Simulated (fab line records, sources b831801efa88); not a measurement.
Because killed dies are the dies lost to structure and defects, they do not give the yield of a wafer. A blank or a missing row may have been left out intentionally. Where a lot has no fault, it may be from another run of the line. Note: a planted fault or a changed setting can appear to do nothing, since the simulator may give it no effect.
8D (eight disciplines) problem report, filled in by code ; flow sky130 ; the parts of the form that need people (team, actions taken, sign-off) are left out

## 1. WHAT IS WRONG
Mean VIA2_HDPCVD_THK at SKY_VIA2_THK_MEAS_01: 1760 nm over 2 wafers in 2 lots; fault-free wafers: 1177 nm, standard deviation 12. Measured from the usual mean, that is +49 standard deviations.
The first sign was on wafer L637.5 at day 40 11:02, on film metro-03. The record has a number at this step for 36 wafers belonging to 12 lots. Rule for "out", or "out of limits": more than 4 standard deviations from the usual mean. The rest of the wafers with a number are treated as sound.

## 2. WHAT IT IS, WHAT IT ISN'T
question;is;is not
which readings at this step;VIA2_HDPCVD_THK;-
which lots;L637, L640;L619, L620, L623, L624, L627, L628, L629, L630, L636, L641
which wafers of those lots;L637.5, L640.3;L637.1, L637.4, L640.1, L640.2
read on which gauges;film metro-02, film metro-03;film metro-04
when;from day 40 11:02;"up to then (29 sound wafers); but 5 sound wafers of L640, L641 came after"

## 3. WHAT RULES OUT EACH SUSPECT
Counting: any tool at a process step up to the reading remains a suspect provided it ran every lot that is out. Sound lots after the first of them don't rule it out here, since some wafers of a struck lot are sound.
- the gauge at SKY_VIA2_THK_MEAS_01 has been ruled out. 2 gauges (film metro-02, film metro-03) read the wafers that are out.
- rie diel-03 at SKY_CONTACT_ETCH_18 (etches Si3N4 in CHF3/O2, stops on TiN, time 39 s, target depth 75 nm): kept. Every lot that is out went through it, the first being L637 (day 37 03:32); the last sound lot it ran before that was L636 (day 36 23:18). SKY_CONTACT_ETCH_18 gives no start for some lots, so the hours and the order of its lots are those of SKY_CONTACT_THK_MEAS_26.
- hdpcvd-02 at SKY_VIA2_HDPCVD_00 (deposits SiO2, target thk 1180 nm, time 196.7 s): kept. Every lot that is out went through it, the first being L637 (day 40 10:54); the last sound lot it ran before that was L636 (day 40 08:21). Out on those wafers are its own readings of sih4 flow sccm.
- hdpcvd-02, SKY_VIA2_HDPCVD_00: wafers that are out in chamber 1, sound lot-mates in chambers 0, 2.
Left after counting: rie diel-03 at SKY_CONTACT_ETCH_18, hdpcvd-02 at SKY_VIA2_HDPCVD_00.

## 4. THE CAUSE (what the simulator had put in)
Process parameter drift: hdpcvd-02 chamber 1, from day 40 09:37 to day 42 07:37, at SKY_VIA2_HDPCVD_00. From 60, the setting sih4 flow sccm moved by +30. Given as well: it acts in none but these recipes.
This tool is one of the 2 suspects left after counting.

## 5. THE CHAIN OF EFFECTS, in route order
Each row: a reading where the mean over the struck wafers with a number is more than 3 standard deviations away from the usual. Only readings whose record carries a usual standard deviation are examined. hours: median over the lots of the time between each lot's start at the first step of this table that gives one and its start at this step. sigmas: the change, counted in usual standard deviations.
hours;step;reading;usual;on struck wafers;change;sigmas
0;SKY_VIA2_HDPCVD_00;sih4 flow sccm;60.00 sccm;89.73;+29.73;+99 or more
0;SKY_VIA2_THK_MEAS_01;VIA2_HDPCVD_THK;1177 nm;1760;+583;+49
Process steps it contains:
- SKY_VIA2_HDPCVD_00: deposits SiO2, target thk 1180 nm, time 196.7 s.

## 6. WHAT WOULD HAVE CAUGHT IT SOONER
In this record the first reading out of limits at a measuring or inspecting step was taken at day 40 11:02, 1 hour after the fault began at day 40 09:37.
The tool's own readings at SKY_VIA2_HDPCVD_00 were out on every struck wafer that the step has a row for (sih4 flow sccm): an alarm limit on them would have fired on the first of those.
Lots out: 2; of these, L640 started SKY_VIA2_HDPCVD_00 on hdpcvd-02 after day 40 11:02. Putting the tool on hold at that point would have spared it.
